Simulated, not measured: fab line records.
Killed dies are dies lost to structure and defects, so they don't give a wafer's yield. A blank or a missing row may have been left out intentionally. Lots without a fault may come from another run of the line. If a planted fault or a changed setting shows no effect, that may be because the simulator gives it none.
A lot that was struck, set against a sound lot || flow gf180mcu || 27 steps out of a route of 602
Sound: these wafers, L726.1, L726.5, L726.6. Wafers struck: L738.2, L738.3, L738.5. The cause is given at the end.
Each step with rows lists, per side, the tool, then ch with its chambers, then its first start. Under that, the readings that differ: sound wafers || struck wafers || difference of the means || sigmas: that difference in standard deviations of wafers without a fault.
alike: words and numbers the same on both sides, and readings whose means are apart by under 2 such deviations; not compared: readings that were withheld, readings missing a value for some wafer, numbers with overlapping values and no deviation given by the record, and bounds like >300 which may hide the same value.
A row with sigmas, a row that says differs or no value, or rows on one side alone: a step with any of these is where the two part. Numbers that have no deviation but don't overlap get no sigmas and don't part them. Lack of a reading on every wafer of one side parts them only where that side has two or more wafers.

first, 3 steps without rows for these wafers: GF_STI_WET_ETCH_27 (etches Si3N4 in H3PO4, target depth 160 nm, time 1825 s); GF_STI_WET_ETCH_28 (etches SiO2 in dHF, target depth 20 nm, time 40 s); GF_STI_OXIDATION_29 (stabilise 600 s, purge 300 s, target thk 10 nm).
GF_STI_THK_MEAS_30:
  struck on film_metro-03, day 6 13:56; sound on film_metro-04, day 3 13:11
  alike: STI_OXIDATION_02_THK
then, 8 steps without rows for these wafers: GF_DNWELL_DEHYDRATE_00 (time 60 s); GF_DNWELL_HMDS_01 (prime time 60 s); GF_DNWELL_COAT_02 (resist thk 3000 nm); GF_DNWELL_SOFTBAKE_03; GF_DNWELL_EXPOSE_04 (exposes mask DNWELL, target cd 1700 nm); GF_DNWELL_PEB_05; GF_DNWELL_DEVELOP_06 (develop time 60 s); GF_DNWELL_IMPLANT_07.
GF_DNWELL_STRIP_08: strips in O2/N2.
  sound on plasma_asher-01 ch 0,1, day 4 02:40; struck on plasma_asher-01 ch 0,1, day 7 05:41
  no value came back on the struck wafers for any of 6 readings (chamber_pressure_mTorr (mTorr), drypump_motor_current_A (A) and others); on the sound wafers chamber_pressure_mTorr (mTorr) reads 1498 1500 1497
{"reading": "model.coat_of_DNWELL_COAT_02.thk_nm (nm)", "sound": "0 0 0", "struck": "3010 3016 3021", "difference": "+3016", "sigmas": ""}
  not compared: rf_hours_counter_h
GF_DNWELL_TW_MEAS_09:
  struck on film_metro-02, day 7 05:48; sound on film_metro-01, day 4 02:46
  alike: DNWELL_TW
then, 7 steps without rows for these wafers: GF_NWELL_DEHYDRATE_00 (time 60 s); GF_NWELL_HMDS_01 (prime time 60 s); GF_NWELL_COAT_02 (resist thk 3000 nm); GF_NWELL_SOFTBAKE_03; GF_NWELL_EXPOSE_04 (exposes mask Nwell, target cd 860 nm); GF_NWELL_PEB_05; GF_NWELL_DEVELOP_06 (develop time 60 s).
GF_NWELL_OVL_MEAS_07:
  struck on overlay-01, day 7 21:30; sound on overlay-01, day 4 16:30
  alike: NWELL_OVL
then, 2 steps without rows for these wafers: GF_NWELL_IMPLANT_08; GF_NWELL_IMPLANT_09.
GF_NWELL_STRIP_10: strips in O2/N2.
  sound on plasma_asher-01 ch 0,1, day 4 16:50; struck on plasma_asher-02 ch 0,1, day 7 21:50
{"reading": "oes_product_au (a.u.)", "sound": "0.723 0.718 0.723", "struck": "0.749 0.738 0.738", "difference": "+0.020", "sigmas": "+5"}
{"reading": "strip_time_to_endpoint_s (s)", "sound": "37.05 36.85 37.08", "struck": "81.43 81.48 81.61", "difference": "+44.51", "sigmas": "+99 or more"}
  alike: chamber_pressure_mTorr, drypump_motor_current_A, heater_power_w
  not compared: rf_hours_counter_h
GF_NWELL_TW_MEAS_11:
  struck on film_metro-02, day 7 21:56; sound on film_metro-02, day 4 16:56
{"reading": "NWELL_TW", "sound": "1624 1623 1624", "struck": "31 31 31", "difference": -1593, "sigmas": -55}
then, 1 step without rows for these wafers: GF_LVPWELL_DEHYDRATE_00 (time 60 s).

## WHERE THEY PART
Earliest at GF_DNWELL_STRIP_08; latest, in this record, at GF_NWELL_TW_MEAS_11.

WHY: whatever the simulator had introduced
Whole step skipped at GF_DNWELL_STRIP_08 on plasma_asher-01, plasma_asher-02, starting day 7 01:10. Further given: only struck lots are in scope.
